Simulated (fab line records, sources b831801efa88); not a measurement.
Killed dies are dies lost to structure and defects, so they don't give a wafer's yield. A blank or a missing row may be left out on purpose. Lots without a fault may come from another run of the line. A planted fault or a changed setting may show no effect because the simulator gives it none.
fab line records | flow sky130
record lots=6 wafers=18 last_day=50
route steps=708 shown VIA4@645 METAL5@661 PASSIVATION@681 PAD_OPEN@708
lots that met no fault: from a run of the same line without faults
start_h: hours from the record's first day to the start of the lot's first wafer shown | wait_h: hours since the lot's step before | " the same as in the row above | L1.1+2: a row that stands for several wafers | - no value, or no start given | * or withheld: withheld | < > ~ a bound
route shown NAME@n: a module of which the file shows steps, and the number in the route of the first | usual: mean/standard deviation of fault-free wafers | same: alike in all rows | chamber/n: place in a boat | sites: the reading at each site | _std_site: their standard deviation | _edge_site: outer sites' mean less inner sites' | radius_mm: how far each site lies from the wafer's centre | mask NAME#n: copy n | behind: the tool/chamber that last shaped the wafer | hold: why the lot was held/for how many hours/how that ended | device: the transistor (n, p or np) that didn't switch | end of line: the same wafers' tests at the end of the route | a step without rows: its recipe alone | killed: dies lost to structure and defects at the first sort, not the wafer's yield | map: a wafer's dies, x killed, . not, _ none there
set.NAME: the setting as run; set.NAME@STEP: as run at that earlier step | model.NAME: the simulator's own value behind a step, which no gauge read
lots at some steps of the route; a table a step, a row a wafer
services: from which hour (start_h, from the record's first day; less than 0 if before it) a tool's chamber was out of use, for how many hours, and why
## steps
# step SKY_VIA4_COAT_06
# recipe resist=NOVOLAK spin_rpm=3000 resist_thk_nm=1140
# step SKY_VIA4_SOFTBAKE_07
# recipe temp_c=90 time_s=60 resist=NOVOLAK
# step SKY_VIA4_EXPOSE_08
# recipe mask_id=VIM4 na=0.6 source_shape=conventional sigma_outer=0.6 polarization=unpolarized target_cd_nm=800 dose_mj=132
# step SKY_VIA4_PEB_09
# recipe temp_c=withheld time_s=* resist=NOVOLAK
# step SKY_VIA4_DEVELOP_10
# recipe resist=NOVOLAK developer=TMAH develop_time_s=60 dev_temp_c=23
# step SKY_VIA4_OVL_MEAS_11
# usual VIA4_OVL=0.1/1.2
# columns lot.wafer tool chamber start_h wait_h VIA4_OVL[nm]
L100.1 overlay-01 - 1014.21 0.1 -1.3
L100.2 " - " " -0.7
L100.5 " - " " 0.1
L105.1 overlay-01 - 1053.11 0.1 -0.2
L105.5 " - " " -2.5
L105.6 " - " " -0.2
L109.3 overlay-01 - 1077.37 0.1 0.3
L109.5 " - " " -0.9
L109.6 " - " " 0.7
L111.2 overlay-01 - 1089.26 0.1 -2.7
L111.4 " - " " -1.5
L111.5 " - " " -2.5
L118.3 overlay-01 - 1126.10 0.1 -1.0
L118.5 " - " " -0.2
L118.6 " - " " 0.4
L120.2 overlay-02 - 1133.36 0.1 1.7
L120.3 " - " " 2.0
L120.5 " - " " 0.5
# step SKY_VIA4_ETCH_12
# recipe target=SiO2 chemistry=C4F8/O2/Ar stop_on=TiN mask_material=NOVOLAK source_w=1500 bias_w=1233 pressure_mtorr=40 c4f8_flow_sccm=withheld O2_flow_sccm=6 Ar_flow_sccm=300 time_s=withheld target_depth_a=5800
# usual oes_product_au=0.925/0.0044
# columns lot.wafer tool chamber start_h wait_h oes_product_au
L100.1 rie_diel-04 2 1014.24 0.0 0.929
L100.2 " 0 " " 0.931
L100.5 " 1 " " 0.922
L105.1 rie_diel-04 2 1053.14 0.0 0.929
L105.5 " 2 " " 0.924
L105.6 " 3 " " 0.928
L109.3 rie_diel-04 0 1077.39 0.0 0.921
L109.5 " 3 " " 0.933
L109.6 " 2 " " 0.920
L111.2 rie_diel-01 0 1089.29 0.0 0.929
L111.4 " 3 " " 0.936
L111.5 " 0 " " 0.924
L118.3 rie_diel-02 2 1126.13 0.0 0.924
L118.5 " 3 " " 0.932
L118.6 " 2 " " 0.928
L120.2 rie_diel-04 2 1133.39 0.0 0.919
L120.3 " 0 " " 0.922
L120.5 " 2 " " 0.922
# step SKY_VIA4_STRIP_13
# recipe chemistry=O2/N2 power_w=1400 pressure_mtorr=1500 platen_temp_c=withheld o2_flow_sccm=3000 n2_flow_sccm=300 overash_fraction=0.5
# step SKY_VIA4_STRIP_14
# recipe chemistry=post_etch_residue_remover time_s=1200 temp_c=72.5
# step SKY_VIA4_CLEAN_15
# recipe chemistry=IPA time_s=180 temp_c=25
# step SKY_VIA4_CLEAN_16
# recipe chemistry=O3/DIW dry=n2_spin
# step SKY_VIA4_SPUTTER_17
# recipe material=TiN target_thk_nm=20 chamber_pressure_pa=5 power_w=4000 time_s=80
# step SKY_VIA4_CVD_18
# recipe material=W target_thk_nm=505 time_s=152.14 temp_c=400 pressure_torr=40
# usual heater_power_w=826/94
# columns lot.wafer tool chamber start_h wait_h heater_power_w
L100.1 cvd_w-01 0 1014.98 0.0 764
L100.2 " 1 " " 796
L100.5 " 0 " " 789
L105.1 cvd_w-02 0 1054.27 0.0 991
L105.5 " 0 " " 993
L105.6 " 1 " " 742
L109.3 cvd_w-02 0 1078.18 0.1 966
L109.5 " 0 " " 976
L109.6 " 1 " " 733
L111.2 cvd_w-01 1 1090.01 0.0 796
L111.4 " 1 " " 820
L111.5 " 0 " " 771
L118.3 cvd_w-01 1 1126.94 0.1 810
L118.5 " 0 " " 788
L118.6 " 1 " " 809
L120.2 cvd_w-01 1 1134.16 0.0 784
L120.3 " 0 " " 759
L120.5 " 0 " " 777
# step SKY_VIA4_RS_MEAS_19
# recipe thk_meas_gauge=four-point-probe reads=W_of_VIA4_CVD_18+TiN_of_VIA4_SPUTTER_17
# usual VIA4_W_RS=0.2263/0.0022
# columns lot.wafer tool chamber start_h wait_h VIA4_W_RS[ohm/sq]
L100.1 film_metro-02 - 1015.14 0.1 0.2248
L100.2 " - " " 0.2254
L100.5 " - " " 0.2253
L105.1 film_metro-01 - 1054.43 0.1 0.2249
L105.5 " - " " 0.2261
L105.6 " - " " 0.2267
L109.3 film_metro-02 - 1078.32 0.1 0.2229
L109.5 " - " " 0.2267
L109.6 " - " " 0.2252
L111.2 film_metro-02 - 1090.19 0.1 0.2276
L111.4 " - " " 0.2257
L111.5 " - " " 0.2263
L118.3 film_metro-03 - 1127.08 0.1 0.2245
L118.5 " - " " 0.2241
L118.6 " - " " 0.2266
L120.2 film_metro-02 - 1134.33 0.1 0.2256
L120.3 " - " " 0.2233
L120.5 " - " " 0.2272
# step SKY_VIA4_THK_MEAS_20
# recipe thk_meas_gauge=xrf reads=W_of_VIA4_CVD_18
# usual VIA4_W_THK=511/6.2
# columns lot.wafer tool chamber start_h wait_h VIA4_W_THK[nm]
L100.1 film_metro-02 - 1015.26 0.1 511
L100.2 " - " " 509
L100.5 " - " " 509
L105.1 film_metro-01 - 1054.55 0.1 517
L105.5 " - " " 515
L105.6 " - " " 516
L109.3 film_metro-02 - 1078.42 0.1 514
L109.5 " - " " 504
L109.6 " - " " 508
L111.2 film_metro-02 - 1090.30 0.1 508
L111.4 " - " " 511
L111.5 " - " " 510
L118.3 film_metro-03 - 1127.18 0.1 520
L118.5 " - " " 522
L118.6 " - " " 515
L120.2 film_metro-02 - 1134.44 0.1 510
L120.3 " - " " 512
L120.5 " - " " 508
# step SKY_VIA4_CMP_21
# recipe stop_on=SiO2 t_overpolish_s=25 down_force_psi=3.5 platen_rpm=60 target_thk_nm=0 pad_velocity_m_s=0.94248
# usual edge_zone_pressure_frac=0.999/0.0048 motor_current_A=11.4/0.79 overpolish_run_s=25.001/0.0093 slurry_flow_ml_min=150.0/0.47 time_to_endpoint_s=119/4.4
# columns lot.wafer tool chamber start_h wait_h edge_zone_pressure_frac motor_current_A overpolish_run_s slurry_flow_ml_min time_to_endpoint_s
L100.1 cmp-02 2 1015.36 0.1 1.006 10.7 25.015 150.1 120
L100.2 " 1 " " 1.008 10.7 24.999 150.4 120
L100.5 " 3 " " 1.000 12.5 25.011 151.0 124
L105.1 cmp-02 0 1054.71 0.1 0.993 11.5 25.001 149.4 120
L105.5 " 2 " " 0.999 11.4 25.003 149.2 119
L105.6 " 3 " " 0.998 12.3 24.999 149.6 121
L109.3 cmp-02 1 1078.51 0.1 0.992 10.5 25.003 150.2 118
L109.5 " 0 " " 1.006 11.3 25.011 150.0 113
L109.6 " 1 " " 0.990 10.4 24.997 150.1 118
L111.4 cmp-01 2 1090.35 0.0 1.004 11.2 25.005 150.1 126
L111.2 " 0 " " 1.001 12.5 25.006 150.4 125
L111.5 " 2 " " 1.005 11.2 24.996 149.9 129
L118.3 cmp-01 0 1127.32 0.1 0.993 13.2 24.999 149.7 121
L118.6 " 2 " " 1.001 11.0 25.012 149.4 120
L118.5 " 3 " " 0.998 10.5 24.987 150.6 124
L120.2 cmp-01 1 1134.57 0.1 0.995 12.2 24.983 150.3 118
L120.3 " 0 " " 0.998 12.6 25.006 150.3 121
L120.5 " 1 " " 0.999 12.1 25.007 150.8 118
# step SKY_METAL5_SPUTTER_00
# recipe material=Ti target_thk_nm=15 power_w=3000 time_s=10 chamber_pressure_pa=0.4
# step SKY_METAL5_SPUTTER_01
# recipe material=TiN target_thk_nm=20 power_w=6500 time_s=16.7 chamber_pressure_pa=0.4
# usual throttle_valve_pct=30.1/1
# columns lot.wafer tool chamber start_h wait_h throttle_valve_pct
L100.1 pvd_sputter-01 - 1015.68 0.0 31.5
L100.2 " - " " 30.2
L100.5 " - " " 30.5
L105.1 pvd_sputter-04 - 1054.93 0.0 30.2
L105.5 " - " " 31.1
L105.6 " - " " 31.3
L109.3 pvd_sputter-04 - 1078.78 0.0 30.7
L109.5 " - " " 30.7
L109.6 " - " " 30.6
L111.2 pvd_sputter-02 - 1090.67 0.0 28.1
L111.4 " - " " 30.4
L111.5 " - " " 30.7
L118.3 pvd_sputter-04 - 1127.55 0.0 30.4
L118.5 " - " " 31.0
L118.6 " - " " 31.0
L120.2 pvd_sputter-01 - 1134.89 0.0 29.1
L120.3 " - " " 30.7
L120.5 " - " " 31.6
# step SKY_METAL5_SPUTTER_02
# recipe material=AlCu target_thk_nm=1150 power_w=10600 time_s=61.2 chamber_pressure_pa=0.4
# usual throttle_valve_pct=30.1/1
# columns lot.wafer tool chamber start_h wait_h throttle_valve_pct
L100.1 pvd_sputter-01 - 1015.71 0.0 32.1
L100.2 " - " " 30.1
L100.5 " - " " 30.0
L105.1 pvd_sputter-04 - 1054.95 0.0 30.1
L105.5 " - " " 30.9
L105.6 " - " " 31.3
L109.3 pvd_sputter-04 - 1078.81 0.0 30.9
L109.5 " - " " 30.3
L109.6 " - " " 31.1
L111.2 pvd_sputter-02 - 1090.70 0.0 27.9
L111.4 " - " " 30.4
L111.5 " - " " 30.3
L118.3 pvd_sputter-04 - 1127.57 0.0 30.4
L118.5 " - " " 30.9
L118.6 " - " " 30.8
L120.2 pvd_sputter-01 - 1134.92 0.0 29.3
L120.3 " - " " 30.7
L120.5 " - " " 31.7
# step SKY_METAL5_SPUTTER_03
# recipe material=Ti target_thk_nm=5 power_w=3000 time_s=3.3 chamber_pressure_pa=0.4086
# step SKY_METAL5_SPUTTER_04
# recipe material=TiN target_thk_nm=70 power_w=6500 time_s=58.3 chamber_pressure_pa=0.4
# usual throttle_valve_pct=30.1/1
# columns lot.wafer tool chamber start_h wait_h throttle_valve_pct
L100.1 pvd_sputter-01 - 1015.78 0.0 31.7
L100.2 " - " " 30.2
L100.5 " - " " 30.5
L105.1 pvd_sputter-04 - 1055.02 0.0 30.5
L105.5 " - " " 30.8
L105.6 " - " " 30.8
L109.3 pvd_sputter-04 - 1078.87 0.0 30.9
L109.5 " - " " 30.2
L109.6 " - " " 30.5
L111.2 pvd_sputter-02 - 1090.77 0.0 28.0
L111.4 " - " " 30.6
L111.5 " - " " 30.6
L118.3 pvd_sputter-04 - 1127.64 0.0 30.5
L118.5 " - " " 30.8
L118.6 " - " " 31.0
L120.2 pvd_sputter-01 - 1134.99 0.0 29.2
L120.3 " - " " 30.7
L120.5 " - " " 31.5
# step SKY_METAL5_RS_MEAS_05
# recipe thk_meas_gauge=four-point-probe reads=TiN_of_METAL5_SPUTTER_04+Ti_of_METAL5_SPUTTER_03+AlCu_of_METAL5_SPUTTER_02+TiN_of_METAL5_SPUTTER_01+Ti_of_METAL5_SPUTTER_00
# usual METAL5_ALCU_RS=0.02703/0.00021
# columns lot.wafer tool chamber start_h wait_h METAL5_ALCU_RS[ohm/sq]
L100.1 film_metro-01 - 1015.83 0.0 0.02692
L100.2 " - " " 0.02677
L100.5 " - " " 0.02669
L105.1 film_metro-04 - 1055.07 0.0 0.0269
L105.5 " - " " 0.02682
L105.6 " - " " 0.02688
L109.3 film_metro-01 - 1078.96 0.1 0.02692
L109.5 " - " " 0.02702
L109.6 " - " " 0.02689
L111.2 film_metro-04 - 1090.84 0.0 0.02718
L111.4 " - " " 0.02742
L111.5 " - " " 0.02711
L118.3 film_metro-04 - 1127.73 0.1 0.02693
L118.5 " - " " 0.02685
L118.6 " - " " 0.02689
L120.2 film_metro-01 - 1135.06 0.0 0.02655
L120.3 " - " " 0.02664
L120.5 " - " " 0.02669
# step SKY_METAL5_THK_MEAS_06
# recipe thk_meas_gauge=xrf reads=AlCu_of_METAL5_SPUTTER_02
# usual METAL5_ALCU_THK=1142/10
# columns lot.wafer tool chamber start_h wait_h METAL5_ALCU_THK[nm]
L100.1 film_metro-01 - 1015.95 0.1 1147
L100.2 " - " " 1155
L100.5 " - " " 1155
L105.1 film_metro-04 - 1055.19 0.1 1147
L105.5 " - " " 1143
L105.6 " - " " 1143
L109.3 film_metro-01 - 1079.06 0.1 1145
L109.5 " - " " 1146
L109.6 " - " " 1145
L111.2 film_metro-04 - 1090.95 0.1 1135
L111.4 " - " " 1124
L111.5 " - " " 1137
L118.3 film_metro-04 - 1127.83 0.1 1143
L118.5 " - " " 1147
L118.6 " - " " 1142
L120.2 film_metro-01 - 1135.17 0.1 1158
L120.3 " - " " 1152
L120.5 " - " " 1147
# step SKY_METAL5_DEHYDRATE_07
# recipe temp_c=200 time_s=60
# step SKY_METAL5_HMDS_08
# recipe prime_time_s=60 prime_temp_c=120
# step SKY_METAL5_COAT_09
# recipe resist=NOVOLAK spin_rpm=3000 resist_thk_nm=1800
# step SKY_METAL5_SOFTBAKE_10
# recipe temp_c=90 time_s=60 resist=NOVOLAK
# step SKY_METAL5_EXPOSE_11
# recipe mask_id=MM5 na=0.6 source_shape=conventional sigma_outer=0.6 polarization=unpolarized target_cd_nm=1600 dose_mj=190
# step SKY_METAL5_PEB_12
# recipe temp_c=withheld time_s=* resist=NOVOLAK
# step SKY_METAL5_DEVELOP_13
# recipe resist=NOVOLAK developer=TMAH develop_time_s=60 dev_temp_c=23
# step SKY_METAL5_DESCUM_14
# recipe chemistry=O2 source_power_w=150 bias_power_w=0 pressure_mtorr=10 temp_c=40 time_s=11
# step SKY_METAL5_METAL_ETCH_15
# recipe target_depth_a=12600 stop_on=SiO2 over_etch_frac=0.2 time_s=252 chemistry=Cl2/BCl3 resist_sidewall_deg=86 pressure_mtorr=10 icp_w=900 bias_w=48.5 Cl2_flow_sccm=60 bcl3_flow_sccm=30
# step SKY_METAL5_STRIP_16
# recipe chemistry=O2/N2 power_w=1400 pressure_mtorr=1500 platen_temp_c=withheld o2_flow_sccm=3000 n2_flow_sccm=300 overash_fraction=0.5
# step SKY_METAL5_STRIP_17
# recipe chemistry=post_etch_residue_remover time_s=1200 temp_c=72.5
# step SKY_METAL5_CLEAN_18
# recipe chemistry=IPA time_s=180 temp_c=25
# step SKY_METAL5_CLEAN_19
# recipe chemistry=O3/DIW dry=n2_spin
# step SKY_PASSIVATION_CVD_00
# recipe material=SiO2 target_thk_nm=90 temp_c=400 time_s=withheld rf_w=600
# step SKY_PASSIVATION_THK_MEAS_01
# recipe reads=SiO2_of_PASSIVATION_CVD_00
# usual PASSIVATION_CVD_00_THK=89.8/1.1
# columns lot.wafer tool chamber start_h wait_h PASSIVATION_CVD_00_THK[nm]
L100.1 film_metro-01 - 1039.49 - 88.8
L100.2 " - " " 88.0
L100.5 " - " " 90.4
L105.1 film_metro-01 - 1077.18 - 88.8
L105.5 " - " " 89.2
L105.6 " - " " 90.8
L109.3 film_metro-01 - 1100.18 - 89.4
L109.5 " - " " 90.9
L109.6 " - " " 90.8
L111.2 film_metro-04 - 1111.72 - 90.1
L111.4 " - " " 89.6
L111.5 " - " " 90.4
L118.3 film_metro-02 - 1147.01 - 89.1
L118.5 " - " " 90.8
L118.6 " - " " 91.1
L120.2 film_metro-04 - 1153.74 - 89.0
L120.3 " - " " 88.9
L120.5 " - " " 90.9
# step SKY_PASSIVATION_CVD_02
# recipe material=Si3N4 target_thk_nm=540 temp_c=400 time_s=withheld rf_w=450
# step SKY_PASSIVATION_THK_MEAS_03
# recipe reads=Si3N4_of_PASSIVATION_CVD_02
# usual PASSIVATION_CVD_02_THK=541/6.8
# columns lot.wafer tool chamber start_h wait_h PASSIVATION_CVD_02_THK[nm]
L100.1 film_metro-04 - 1039.77 - 535
L100.2 " - " " 540
L100.5 " - " " 554
L105.1 film_metro-04 - 1077.58 - 531
L105.5 " - " " 539
L105.6 " - " " 544
L109.3 film_metro-04 - 1100.47 - 541
L109.5 " - " " 550
L109.6 " - " " 548
L111.2 film_metro-02 - 1112.01 - 538
L111.4 " - " " 545
L111.5 " - " " 548
L118.3 film_metro-01 - 1147.30 - 527
L118.5 " - " " 533
L118.6 " - " " 539
L120.2 film_metro-02 - 1154.03 - 534
L120.3 " - " " 540
L120.5 " - " " 546
# step SKY_PASSIVATION_DEHYDRATE_04
# recipe temp_c=200 time_s=60
# step SKY_PASSIVATION_HMDS_05
# recipe prime_time_s=60 prime_temp_c=120
# step SKY_PAD_OPEN_PROBE_99
# usual defect_limited_yield=82.6/1.9 killed_at_M0_to_M3=43/6.5 killed_at_M4_up=3.2/1.8 killed_at_contacts=24/5 killed_at_front_end=15/4.1 killed_at_other=0.3/0.54 killed_dies=85/9.3 killed_open=47/7.2 killed_short=39/5.9 sort_bin_3_pad_short=0.9/0.4 sort_bin_5_function=10.3/1.5 sort_bin_6_memory=6.2/1.2 sort_n_pass=407/9.3 sort_yield_pct=82.6/1.9
# same gross_dies=492 killed_at_back_side=0 sort_bin_4_leakage[%]=0 sort_bin_8_speed[%]=0
# columns lot.wafer tool chamber start_h wait_h defect_limited_yield[%] killed_at_M0_to_M3 killed_at_M4_up killed_at_contacts killed_at_front_end killed_at_other killed_dies killed_open killed_short sort_bin_3_pad_short[%] sort_bin_5_function[%] sort_bin_6_memory[%] sort_n_pass sort_yield_pct[%] model.etest.tester.sort_n_pass model.etest.tester.sort_yield_pct model.etest.tester.sort_bin_5_pct model.etest.tester.sort_bin_3_pct
L100.1 prober-02 - 1085.34 0.1 83.1 46 3 21 13 0 83 37 46 0.6 11.2 5.1 409 83.1 409 83.13 11.18 0.6098
L100.2 prober-02 - 1085.39 0.1 82.5 49 3 23 11 0 86 45 41 0.8 9.3 7.3 406 82.5 406 82.52 9.35 0.813
L100.5 prober-02 - 1085.54 0.2 83.1 48 2 20 13 0 83 48 35 1.2 10.0 5.7 409 83.1 409 83.13 9.959 1.22
L105.1 prober-01 - 1119.92 0.1 80.7 49 3 31 10 2 95 45 49 0.8 11.2 7.3 397 80.7 397 80.69 11.18 0.813
L105.5 prober-01 - 1120.12 0.2 82.7 47 2 22 14 0 85 42 43 0.6 11.0 5.7 407 82.7 407 82.72 10.98 0.6098
L105.6 prober-01 - 1120.17 0.2 81.7 39 2 31 17 1 90 52 37 0.2 10.2 7.9 402 81.7 402 81.71 10.16 0.2033
L109.3 prober-02 - 1141.96 0.2 80.1 51 5 31 10 1 98 55 43 1.2 12.4 6.3 394 80.1 394 80.08 12.4 1.22
L109.5 prober-02 - 1142.06 0.2 84.6 34 4 21 17 0 76 45 31 1.0 8.9 5.5 416 84.6 416 84.55 8.943 1.016
L109.6 prober-02 - 1142.11 0.2 83.9 36 1 21 21 0 79 38 41 1.2 8.9 5.9 413 83.9 413 83.94 8.943 1.22
L111.2 prober-01 - 1152.51 0.1 82.5 49 2 18 17 0 86 46 40 1.0 11.4 5.1 406 82.5 406 82.52 11.38 1.016
L111.4 prober-01 - 1152.61 0.2 81.1 43 4 29 16 1 93 41 51 1.0 11.6 6.3 399 81.1 399 81.1 11.59 1.016
L111.5 prober-01 - 1152.66 0.2 78.7 54 2 25 24 0 105 49 56 0.6 13.6 7.1 387 78.7 387 78.66 13.62 0.6098
L118.3 prober-02 - 1184.33 0.2 76.8 49 36 16 12 1 114 52 28 0.8 15.9 6.5 378 76.8 378 76.83 15.85 0.813
L118.5 prober-02 - 1184.43 0.2 74.2 47 46 19 14 1 127 49 34 2.2 16.9 6.7 365 74.2 365 74.19 16.87 2.236
L118.6 prober-02 - 1184.48 0.2 77.2 41 31 21 19 0 112 47 34 1.4 15.2 6.1 380 77.2 380 77.24 15.24 1.423
L120.2 prober-02 - 1189.34 0.1 77.0 39 42 23 9 0 113 38 37 1.6 15.4 5.9 379 77.0 379 77.03 15.45 1.626
L120.3 prober-02 - 1189.39 0.2 70.3 46 49 29 22 0 146 54 46 2.2 17.7 9.8 346 70.3 346 70.33 17.68 2.236
L120.5 prober-02 - 1189.49 0.2 77.4 41 41 21 7 1 111 38 33 2.0 14.4 6.1 381 77.4 381 77.44 14.43 2.033
# killed by level:class
L100.1 METAL1:geometric_particle:short=8 METAL2:geometric_particle:short=8 CONTACT:geometric_particle:open=7 VIA3:geometric_particle:open=7 VIA2:geometric_particle:open=6 LI_CONTACT:geometric_particle:open=6 FIELD_ISO:geometric_particle:short=5 VIA1:geometric_particle:open=4
L100.2 VIA1:geometric_particle:open=10 VIA2:geometric_particle:open=10 CONTACT:geometric_particle:open=9 VIA3:geometric_particle:open=6 CONTACT:geometric_particle:short=6 VIA2:geometric_particle:short=6 FIELD_ISO:geometric_particle:short=4 LI_CONTACT:geometric_particle:open=4
L100.5 VIA3:geometric_particle:open=13 VIA1:geometric_particle:open=10 CONTACT:geometric_particle:open=6 VIA2:geometric_particle:open=6 LI_CONTACT:geometric_particle:open=5 CONTACT:geometric_particle:short=5 VIA3:geometric_particle:short=5 POLY_GATE:geometric_particle:short=4
L105.1 CONTACT:geometric_particle:open=12 VIA1:geometric_particle:open=11 VIA1:geometric_particle:short=9 CONTACT:geometric_particle:short=6 METAL2:geometric_particle:short=6 LI_CONTACT:geometric_particle:open=5 POLY_GATE:geometric_particle:open=4 VIA3:geometric_particle:open=4
L105.5 METAL1:geometric_particle:short=10 VIA1:geometric_particle:open=9 CONTACT:geometric_particle:open=7 VIA1:geometric_particle:short=7 VIA3:geometric_particle:open=7 LI_CONTACT:geometric_particle:open=6 LI_CONTACT:geometric_particle:short=4 METAL2:geometric_particle:short=4
L105.6 LI_CONTACT:geometric_particle:open=9 CONTACT:geometric_particle:open=9 VIA3:geometric_particle:open=8 CONTACT:geometric_particle:short=7 METAL2:geometric_particle:short=7 VIA2:geometric_particle:open=7 FIELD_ISO:geometric_particle:open=5 POLY_GATE:geometric_particle:short=5
L109.3 VIA1:geometric_particle:open=14 VIA2:geometric_particle:open=10 CONTACT:geometric_particle:open=9 LI_CONTACT:geometric_particle:open=8 VIA3:geometric_particle:open=7 POLY_GATE:geometric_particle:short=6 LOCAL_INTERCONNECT:geometric_particle:short=5 VIA1:geometric_particle:short=5
L109.5 CONTACT:geometric_particle:open=12 VIA1:geometric_particle:open=6 POLY_GATE:geometric_particle:open=6 VIA3:geometric_particle:open=6 METAL4:geometric_particle:short=4 FIELD_ISO:geometric_particle:short=4 CONTACT:geometric_particle:short=4 METAL1:geometric_particle:short=4
L109.6 METAL1:geometric_particle:short=8 VIA1:geometric_particle:short=7 POLY_GATE:geometric_particle:open=6 LI_CONTACT:geometric_particle:open=6 CONTACT:geometric_particle:open=6 POLY_GATE:geometric_particle:short=5 METAL2:geometric_particle:short=5 VIA1:geometric_particle:open=4
L111.2 METAL1:geometric_particle:short=10 VIA2:geometric_particle:open=8 CONTACT:geometric_particle:open=8 VIA1:geometric_particle:open=7 VIA3:geometric_particle:open=6 FIELD_ISO:geometric_particle:open=5 POLY_GATE:geometric_particle:short=5 POLY_GATE:geometric_particle:open=4
L111.4 CONTACT:geometric_particle:short=9 LOCAL_INTERCONNECT:geometric_particle:short=8 LI_CONTACT:geometric_particle:open=6 CONTACT:geometric_particle:open=6 VIA1:geometric_particle:open=6 VIA2:geometric_particle:open=6 METAL3:geometric_particle:short=6 POLY_GATE:geometric_particle:open=5
L111.5 VIA2:geometric_particle:open=10 CONTACT:geometric_particle:open=8 VIA1:geometric_particle:open=8 METAL1:geometric_particle:short=7 METAL2:geometric_particle:short=6 CONTACT:geometric_particle:short=6 VIA1:geometric_particle:short=6 FIELD_ISO:geometric_particle:open=5
L118.3 VIA4:unspecified=34 VIA3:geometric_particle:open=12 VIA1:geometric_particle:open=10 CONTACT:geometric_particle:open=6 CONTACT:geometric_particle:short=5 FIELD_ISO:geometric_particle:open=4 SPACER:geometric_particle:open=4 LI_CONTACT:geometric_particle:open=4
L118.5 VIA4:unspecified=44 VIA1:geometric_particle:open=14 CONTACT:geometric_particle:open=8 VIA3:geometric_particle:open=8 LI_CONTACT:geometric_particle:open=6 VIA1:geometric_particle:short=5 FIELD_ISO:geometric_particle:short=4 POLY_GATE:geometric_particle:short=4
L118.6 VIA4:unspecified=31 VIA1:geometric_particle:open=9 CONTACT:geometric_particle:open=8 LI_CONTACT:geometric_particle:open=7 VIA3:geometric_particle:open=6 POLY_GATE:geometric_particle:open=5 VIA1:geometric_particle:short=5 VIA2:geometric_particle:open=5
L120.2 VIA4:unspecified=38 CONTACT:geometric_particle:open=10 VIA1:geometric_particle:open=8 METAL2:geometric_particle:short=7 LI_CONTACT:geometric_particle:open=6 CONTACT:geometric_particle:short=4 VIA1:geometric_particle:short=4 VIA2:geometric_particle:short=4
L120.3 VIA4:unspecified=46 CONTACT:geometric_particle:open=13 VIA1:geometric_particle:open=12 METAL2:geometric_particle:short=9 FIELD_ISO:geometric_particle:open=6 VIA3:geometric_particle:open=6 FIELD_ISO:geometric_particle:short=5 LOCAL_INTERCONNECT:geometric_particle:short=5
L120.5 VIA4:unspecified=40 VIA1:geometric_particle:open=12 CONTACT:geometric_particle:open=8 CONTACT:geometric_particle:short=7 VIA2:geometric_particle:open=5 METAL1:geometric_particle:short=4 METAL2:geometric_particle:short=4 METAL3:geometric_particle:short=4
# map L118.5 (x killed, . not)
__________...x......_________
________.x.x...x..x..x_______
______...x.......x......_____
_____x........x...x......____
____.x..x....xx.xx.....x..___
___....x......xxxx......x..__
__.......x..xxxxxxxxxx.xx..._
_x......x..xxxxxxxxxxx..x.x..
_........x.x.xxxxxxxxxx.x....
_..........xxxxxxx...x..x...x
_..x.....x...xxxxxx.....x.x..
_....xx.......xx.....x.xx..x.
_....x...........x..x.....x..
_..x.......xx.....x.......x..
_..........x.x.x..........x..
__....xx......xx...xx......._
___........x............x..__
____xx.....x.....x........___
_____..............x.....____
______..x..........x.x.._____
________......xx......_______
__________..xx.....x_________
# map L120.3 (x killed, . not)
__________........x._________
________.x...........x_______
______..........xx......_____
_____.....x..x..x.x.....x____
____..x..x.....xxxxx......___
___.....xx.x.xxxxxxx...xx..__
__.x....x.x.xxxxxx.xx..x..x._
_..x...xx....xxxxxxx.........
_...x.x..xx.xxxxxxxxx..x.x...
_....x..xxx...xxxxxx....xx.xx
_..x....x..xxxxx.x......xx..x
_x..xx..x......x...x..xx...x.
_...........x....x..xx...x..x
_x....x...x..........xxx....x
_x..x.....x.x....x..xx..x.x..
__...x.....x.......x....x..._
___..x......x.....xx..x..x.__
____...x.....x..x.........___
_____..xx.xx...x........x____
______...........x......_____
________......x.....x._______
__________...x......_________
## services
# columns tool chamber start_h hours kind
cmp-01 - 992.53 2.1 repair
pvd_sputter-04 - 1001.93 8.5 repair
rie_diel-01 3 1010.58 3.6 repair
rie_diel-02 0 1011.24 6.9 repair
pvd_sputter-02 - 1011.57 13.5 repair
cvd_w-02 - 1013.99 3.8 repair
rie_diel-01 2 1031.23 9.3 repair
rie_diel-04 0 1037.37 8.9 repair
cmp-02 - 1038.29 5.9 pm
rie_diel-02 - 1047.55 0.1 repair
pvd_sputter-04 - 1049.64 4.0 repair
cvd_w-01 - 1052.81 2.8 pm
cmp-02 - 1058.40 0.7 repair
rie_diel-01 0 1063.82 10.4 repair
rie_diel-04 1 1076.72 3.4 repair
rie_diel-02 - 1081.56 4.1 repair
cmp-01 - 1085.30 4.0 pm
cmp-01 - 1092.49 4.0 pm
pvd_sputter-01 - 1094.35 1.6 repair
cmp-01 - 1099.92 0.7 repair
rie_diel-04 - 1100.29 2.8 pm
rie_diel-04 2 1104.58 9.8 repair
cvd_w-01 - 1104.61 14.6 pm
cmp-01 - 1111.79 0.7 repair
## key
first_sign step=SKY_PAD_OPEN_PROBE_99 reading=killed_at_M4_up direction=up sigmas=22 usual=3.2 struck=40.8
effect step=SKY_PAD_OPEN_PROBE_99 reading=killed_dies direction=up sigmas=3.8 usual=85 struck=120
model_effect step=SKY_PAD_OPEN_PROBE_99 value=etest.tester.sort_n_pass without=404.2 struck=371.5
met_at SKY_VIA4_CVD_18
struck_wafers L118.3,L118.5,L118.6,L120.2,L120.3,L120.5
onset_between 1090.01 1126.94
also_fits time
fault kind=chamber_particle_source tool=cvd_w-01 chamber=- onset_h=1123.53 steps=SKY_VIA4_CVD_18 rate_per_visit_cm2=0.38299 end_h=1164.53
